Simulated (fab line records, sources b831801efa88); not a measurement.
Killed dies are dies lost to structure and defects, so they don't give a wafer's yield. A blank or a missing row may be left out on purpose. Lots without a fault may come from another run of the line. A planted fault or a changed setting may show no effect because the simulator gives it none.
Which tool did it? | flow gf180mcu | 11 lots, 33 wafers sampled, at 1 step of a route of 602

WHAT THE GAUGES READ, wafer by wafer
GF_V4_RS_MEAS_24: measures by four-point-probe.
lot  | measured     | on            | V4_W_RS (ohm/sq)
L328 | day 24 19:24 | film_metro-01 | 0.325 0.326 0.318
L329 | day 25 04:56 | film_metro-04 | 0.324 0.330 0.328
L330 | day 25 08:25 | film_metro-01 | 0.325 0.325 0.330
L336 | day 27 06:57 | film_metro-04 | 0.331 0.331 0.334
L340 | day 29 00:44 | film_metro-02 | 0.322 0.326 0.327
L343 | day 29 13:43 | film_metro-04 | 0.324 0.329 0.326
L344 | day 29 22:01 | film_metro-02 | 0.333 0.333 0.336
L345 | day 30 05:34 | film_metro-04 | 0.340 0.339 0.342
L347 | day 30 15:54 | film_metro-02 | 0.321 0.326 0.323
L348 | day 31 00:13 | film_metro-04 | 0.322 0.325 0.326
L349 | day 31 06:01 | film_metro-01 | 0.336 0.335 0.336

WHICH TOOL RAN EACH LOT (tool, then ch and the chambers of the sampled wafers, then the start)
The record holds no process step before these readings.

THE ANSWER, worked out from the rows above alone
Rule: what is usual is taken from the lots themselves. Put in order of their means at a reading, lots are off if they are a third of the lots or fewer, leave a main group of 4 or more, and stand apart from it by a gap of 3 or more times the standard deviation of the main group's means; of several such gaps the widest counts. A main group whose means are all the same, to the digits that the tables above print for the reading, isn't used. A lot without any number at a reading at which 4 lots or more have one is off too. The other lots that the step has rows for count as sound.
No lot is off at any reading shown: from this, nothing can be told.

WHAT THE SIMULATOR HAD PUT IN
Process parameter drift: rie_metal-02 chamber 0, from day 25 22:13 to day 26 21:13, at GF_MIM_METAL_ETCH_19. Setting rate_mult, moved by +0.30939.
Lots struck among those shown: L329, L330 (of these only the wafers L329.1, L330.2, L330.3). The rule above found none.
